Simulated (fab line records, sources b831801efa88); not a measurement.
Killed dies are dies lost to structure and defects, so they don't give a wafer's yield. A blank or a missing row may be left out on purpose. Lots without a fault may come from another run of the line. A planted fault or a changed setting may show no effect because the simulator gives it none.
Problem report in the 8D (eight disciplines) form, filled by code | flow sfq_line | the parts of the form that need people (team, actions taken, sign-off) are left out

1. THE PROBLEM
tube_center_temp_C at SFQ_TRILAYER_INCOMING_OXIDATION_002 reads a mean of 984 C on 6 wafers of 2 lots; wafers without a fault read 1000 C with a standard deviation of 0.091. That is -99 or more standard deviations from the usual mean.
The step: target thk 500 nm, ox time 4939 s.
First seen on wafer L487.1, day 3 02:07, on furnace-02. The record holds 18 wafers of 6 lots with a number at this step. Rule for "out", or "out of limits": more than 4 standard deviations from the usual mean. The other wafers with a number count as sound.

2. WHAT IT IS AND WHAT IT IS NOT
question                    | is                                                                                                                                   | is not
which readings at this step | tube_center_temp_C, spike_tc_bottom_C, spike_tc_centre_C, spike_tc_lower_C, spike_tc_top_C, spike_tc_upper_C, tube_center_temp_C_max | -
which lots                  | L487, L489                                                                                                                           | L483, L485, L496, L502
which wafers of those lots  | all that have a number                                                                                                               | -
read on which tools         | furnace-02                                                                                                                           | furnace-01
when                        | from day 3 02:07                                                                                                                     | up to then (6 sound wafers); but 6 sound wafers of L496, L502 came after

3. SUSPECTS, AND WHAT RULES EACH OUT
Counting: a tool at a process step up to the reading stays a suspect if it ran every lot that is out and no sound lot after the first of them.
- furnace-02 at SFQ_TRILAYER_INCOMING_OXIDATION_002 (target thk 500 nm, ox time 4939 s): kept. It ran every lot that is out, first L487 (day 3 02:07), and no sound lot after that; its last sound lot up to then is L485 (day 2 16:07). Its own readings are out on those wafers: spike_tc_bottom_C, spike_tc_centre_C, spike_tc_lower_C, spike_tc_top_C, spike_tc_upper_C, tube_center_temp_C, tube_center_temp_C_max.
Left after counting: furnace-02 at SFQ_TRILAYER_INCOMING_OXIDATION_002.

4. THE CAUSE (what the simulator had put in)
Process parameter drift: furnace-02, from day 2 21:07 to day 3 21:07, at SFQ_TRILAYER_INCOMING_OXIDATION_002. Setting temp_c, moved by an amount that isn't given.
Counting left only this tool.

5. THE CHAIN OF EFFECTS, in route order
Each row: a reading whose mean over the struck wafers that have a number lies more than 3 standard deviations from the usual. Only readings for which the record gives a usual standard deviation are gone through. hours: the time from each lot's start at the first step in this table that gives one to its start at this step, as a median over the lots. sigmas: the change in usual standard deviations.
hours | step                                | reading                | usual    | on struck wafers | change | sigmas
0     | SFQ_TRILAYER_INCOMING_OXIDATION_002 | spike_tc_bottom_C      | 1017.1 C | 999.8            | -17.3  | -14
0     | SFQ_TRILAYER_INCOMING_OXIDATION_002 | spike_tc_centre_C      | 999.9 C  | 983.8            | -16.1  | -15
0     | SFQ_TRILAYER_INCOMING_OXIDATION_002 | spike_tc_lower_C       | 1001.6 C | 985.9            | -15.7  | -14
0     | SFQ_TRILAYER_INCOMING_OXIDATION_002 | spike_tc_top_C         | 1012.2 C | 997.5            | -14.7  | -8.6
0     | SFQ_TRILAYER_INCOMING_OXIDATION_002 | spike_tc_upper_C       | 1000.0 C | 984.3            | -15.7  | -14
0     | SFQ_TRILAYER_INCOMING_OXIDATION_002 | tube_center_temp_C     | 1000 C   | 984              | -16    | -99 or more
0     | SFQ_TRILAYER_INCOMING_OXIDATION_002 | tube_center_temp_C_max | 1002.6   | 986.3            | -16.3  | -37
The process steps in it:
- SFQ_TRILAYER_INCOMING_OXIDATION_002: target thk 500 nm, ox time 4939 s.

6. WHAT WOULD HAVE CAUGHT IT SOONER
In this record the first reading out of limits was taken at day 3 02:07, 5 hours after the fault began at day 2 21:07.
